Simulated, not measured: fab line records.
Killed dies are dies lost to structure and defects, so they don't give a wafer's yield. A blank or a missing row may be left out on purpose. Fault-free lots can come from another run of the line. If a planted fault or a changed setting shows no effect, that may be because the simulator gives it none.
Split-lot trial | flow gf180mcu | on a route of 602 steps: 5 lots, 23 wafers read

== SPLIT DETAILS ==
At GF_V5_SPUTTER_21 (material Ti, target thk 15 nm, time 80.02 s), the setting chamber pressure pa was moved away from the recipe's 5 Pa on 15 of the 23 wafers read, by -10.1% to -7.0%. For the rest of the wafers, this setting stayed at what the recipe calls for.

Reading taken at the split's own step.

== THE READING ==
Ti_of_V5_SPUTTER_21.thk nm (the simulator's own value, which no gauge read), in nm, at GF_V5_SPUTTER_21 (material Ti, target thk 15 nm, time 80.02 s). The file gives no usual value for it. Here, 8 wafers ran the recipe; their average is 14.97 nm with a standard deviation of 0.17 nm.

wafer  | tool, chamber at the split | chamber pressure pa as run, Pa | against the recipe | Ti_of_V5_SPUTTER_21.thk nm, nm | against lot-mates on the recipe
L075.1 | pvd sputter-03, -          | 4.495                          | -10.1%             | 16.72                          | no lot-mate on the recipe
L075.2 | pvd sputter-03, -          | 4.495                          | -10.1%             | 16.67                          | no lot-mate on the recipe
L075.3 | pvd sputter-03, -          | 4.495                          | -10.1%             | 16.6                           | no lot-mate on the recipe
L075.5 | pvd sputter-03, -          | 4.495                          | -10.1%             | 16.66                          | no lot-mate on the recipe
L075.6 | pvd sputter-03, -          | 4.495                          | -10.1%             | 16.76                          | no lot-mate on the recipe
L076.1 | pvd sputter-02, -          | 4.584                          | -8.3%              | 16.28                          | no lot-mate on the recipe
L076.2 | pvd sputter-02, -          | 4.584                          | -8.3%              | 16.3                           | no lot-mate on the recipe
L076.3 | pvd sputter-02, -          | 4.584                          | -8.3%              | 16.42                          | no lot-mate on the recipe
L076.5 | pvd sputter-02, -          | 4.584                          | -8.3%              | 16.22                          | no lot-mate on the recipe
L076.6 | pvd sputter-02, -          | 4.584                          | -8.3%              | 16.47                          | no lot-mate on the recipe
L079.1 | pvd sputter-02, -          | 4.648                          | -7.0%              | 16.48                          | no lot-mate on the recipe
L079.2 | pvd sputter-02, -          | 4.648                          | -7.0%              | 16.41                          | no lot-mate on the recipe
L079.3 | pvd sputter-02, -          | 4.648                          | -7.0%              | 16.4                           | no lot-mate on the recipe
L079.4 | pvd sputter-02, -          | 4.648                          | -7.0%              | 16.28                          | no lot-mate on the recipe
L079.5 | pvd sputter-02, -          | 4.648                          | -7.0%              | 16.38                          | no lot-mate on the recipe
L080.1 | pvd sputter-02, -          | 5                              | recipe             | 15.16                          | -
L080.2 | pvd sputter-02, -          | 5                              | recipe             | 15.2                           | -
L080.6 | pvd sputter-02, -          | 5                              | recipe             | 15.14                          | -
L085.1 | pvd sputter-02, -          | 5                              | recipe             | 14.83                          | -
L085.2 | pvd sputter-02, -          | 5                              | recipe             | 14.71                          | -
L085.4 | pvd sputter-02, -          | 5                              | recipe             | 14.87                          | -
L085.5 | pvd sputter-02, -          | 5                              | recipe             | 14.91                          | -
L085.6 | pvd sputter-02, -          | 5                              | recipe             | 14.93                          | -

FIT RESULTS
A straight line over all 23 wafers: Ti_of_V5_SPUTTER_21.thk nm changes by -0.172 nm for each +1% of chamber pressure pa; r = -0.98; the points scatter about the line by 0.16 nm.
Too few moved wafers with a lot-mate on the recipe to fit a line net of each lot's own level.

== FILE'S OWN FIT ==
Ti_of_V5_SPUTTER_21.thk nm changes by -0.173 nm for each +1% of chamber pressure pa, r = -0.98.
